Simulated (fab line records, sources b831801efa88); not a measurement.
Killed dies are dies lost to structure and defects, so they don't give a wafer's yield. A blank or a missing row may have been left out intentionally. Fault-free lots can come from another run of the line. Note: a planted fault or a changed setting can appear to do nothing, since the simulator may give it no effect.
A single fault, viewed from 2 desks -- flow gf180mcu -- each desk holds nothing but its own numbers, with what lay behind them at the end

== AT THE METROLOGY DESK ==
Lot by lot, what the gauges showed, no matter which tool ran the lot: averages of those sampled wafers that carry a number. Marked OUT: a lot whose mean sits more than 4 standard deviations from the usual mean, which makes it out of limits; the brackets give that distance.
Columns: A = STI_CVD_03_THK at GF_STI_THK_MEAS_04, usual 208.0 nm; B = VT_IMPLANT_OVL at GF_VT_IMPLANT_OVL_MEAS_07, usual 1.4 nm; C = VT_IMPLANT_TW at GF_VT_IMPLANT_TW_MEAS_10, usual 560
lot,first seen here,A,B,C
L830,day 1 15:20,206.2,0.5,564
L832,day 2 01:14,209.9,0.4,557
L833,day 2 04:49,208.1,1.4,560
L835,day 2 15:19,210.4,-0.7,565
L837,day 3 00:34,206.9,0.5,563
L838,day 3 05:34,208.6,1.8,560
L839,day 3 11:41,210.6,-0.7,561
L840,day 3 16:07,207.3,1.3,565
L841,day 3 20:46,209.0,0.7,556
L843,day 4 07:30,207.9,1.5,563
L846,day 4 21:34,119.7 (-49) OUT,-,-
L847,day 5 03:02,208.5,3.0,567
L848,day 5 08:32,124.3 (-46) OUT,-,-
L853,day 6 08:34,206.6,1.1,558
This desk finds L846, L848 out of limits, with the earliest case on L846 at day 4 21:34 (STI_CVD_03_THK at GF_STI_THK_MEAS_04). L830, L832, L833, L835, L837, L838, L839, L840, L841, L843, L847, L853 stayed within limits.

== AT THE TOOL OWNER'S DESK: lpcvd-02 ==
The tool's own readings at GF_STI_CVD_03 (deposits Si3N4 from DCS/NH3, target thk 207.16 nm, time 3551 s): means of the sampled wafers that have a number, for each lot that ran on this tool. Marked OUT: a lot whose mean sits more than 4 standard deviations from the usual mean, which makes it out of limits; the brackets give that distance.
Columns: A = zonePowerTopPct at GF_STI_CVD_03, usual 27.1 %
lot,first seen here,A
L830,day 1 13:22,24.8
L837,day 2 22:34,31.0
L838,day 3 03:34,31.2
L843,day 4 05:30,24.6
L846,day 4 19:34,31.1
L848,day 5 06:34,24.6
This desk's verdict: no lot among the 6 shows anything out of limits.

== BROUGHT TOGETHER ==
At day 4 21:34 the metrology desk could have sounded an alarm, on L846, L848.
Nothing out of limits was seen by the tool owner's desk.
On record at the tool owner's desk: L846, L848, within its limits.
All the named lots went through GF_STI_CVD_03 on lpcvd-02.

== WHAT HAD BEEN PUT IN BY THE SIMULATOR ==
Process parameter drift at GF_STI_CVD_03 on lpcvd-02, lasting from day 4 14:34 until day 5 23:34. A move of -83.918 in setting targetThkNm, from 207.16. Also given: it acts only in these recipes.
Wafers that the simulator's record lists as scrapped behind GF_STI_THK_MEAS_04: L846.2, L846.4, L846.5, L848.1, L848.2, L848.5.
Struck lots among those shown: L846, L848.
Time in hours between the start of the fault and the first out-of-limits reading at each desk: metrology desk, 7.
